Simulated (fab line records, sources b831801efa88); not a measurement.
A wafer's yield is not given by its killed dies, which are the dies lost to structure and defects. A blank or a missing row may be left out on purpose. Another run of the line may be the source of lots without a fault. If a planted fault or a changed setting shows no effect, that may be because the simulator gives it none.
A lot that was struck, set against a sound lot | flow sky130 | 15 out of 708 route steps
Sound: the wafers L686.2, L686.4, L686.6. Struck: wafer L698.6. (L698.3 of the same lot was not struck and is left out.) The cause comes at the end.
Order at every step that has rows: each side's tool, ch and its chambers, its first start. Under that, the readings that differ: sound wafers | struck wafers | difference of the means | sigmas: that difference in standard deviations of wafers without a fault.
alike: readings whose means differ by less than 2 such deviations, and words and numbers that are the same on both sides. not compared: withheld readings, readings that some wafer has no value for, bounds like >300 that may hide the same value, and numbers for which the record gives no deviation and whose values overlap.
A row with sigmas, a row that says differs or no value, or rows on one side alone: a step with any of these is where the two part. Numbers that don't overlap but have no deviation are shown without sigmas and don't part them. A reading that every wafer of one side lacks parts them only if that side has two wafers or more.

first, 9 steps without rows for these wafers: SKY_CAPM_CLEAN_17 (cleans in O3/DIW); SKY_METAL3_DEHYDRATE_05 (time 60 s); SKY_METAL3_HMDS_06 (prime time 60 s); SKY_METAL3_COAT_07 (resist thk 60 nm); SKY_METAL3_COAT_08 (resist thk 1140 nm); SKY_METAL3_SOFTBAKE_09 (time 90 s); SKY_METAL3_EXPOSE_10 (exposes mask MM3, target cd 300 nm); SKY_METAL3_PEB_11; SKY_METAL3_DEVELOP_12 (develop time 60 s).
SKY_METAL3_CD_MEAS_13: the cd target is 300 nm.
  struck on cd-sem-01, day 43 22:11; sound on cd-sem-02, day 40 13:02
  reading    | sound             | struck | difference | sigmas
  cd-nm (nm) | 301.1 301.2 300.1 | 297.7  | -3.1       | -2
SKY_METAL3_OVL_MEAS_14:
  struck on overlay-01, day 43 22:16; sound on overlay-01, day 40 13:08
  alike: METAL3_OVL
SKY_METAL3_DESCUM_15: chemistry O2, time 8 s.
  sound on rie-metal-02 ch 0,1, day 40 13:10; struck on rie-metal-01 ch 0, day 43 22:19
  alike: drypump-motor-current-A, oes-product-au
  not compared: rf-hours-counter-h
SKY_METAL3_ETCH_16: etches BARC in N2/H2, stops on SiO2, time 88.2 s, target depth 60 nm.
  sound on rie-metal-02 ch 0,1, day 40 13:12; struck on rie-metal-01 ch 0, day 43 22:22
  reading               | sound                | struck | difference | sigmas
  oes-product-au (a.u.) | 0.631 0.628 0.631    | 0.648  | +0.018     | +4
  run-length-s (s)      | 116.90 116.62 116.00 | 113.04 | -3.47      | -12
  alike: drypump-motor-current-A, throttle-valve-pct
  not compared: rf-hours-counter-h
SKY_METAL3_ETCH_17: etches SiO2 in C4F8/O2/Ar, stops on TiN, time 3.9 s, target depth 15 nm.
  sound on rie-diel-02 ch 0,2, day 40 13:18; struck on rie-diel-04 ch 1, day 43 22:26
  alike: oes-product-au
  not compared: rf-hours-counter-h
SKY_PAD_OPEN_PROBE_99:
  the record holds rows for the sound wafers here (prober-01, day 47 11:38) but none for the struck ones

WHERE THEY PART
First at SKY_METAL3_CD_MEAS_13; last, within this record, at SKY_PAD_OPEN_PROBE_99.

WHY: whatever the simulator had introduced
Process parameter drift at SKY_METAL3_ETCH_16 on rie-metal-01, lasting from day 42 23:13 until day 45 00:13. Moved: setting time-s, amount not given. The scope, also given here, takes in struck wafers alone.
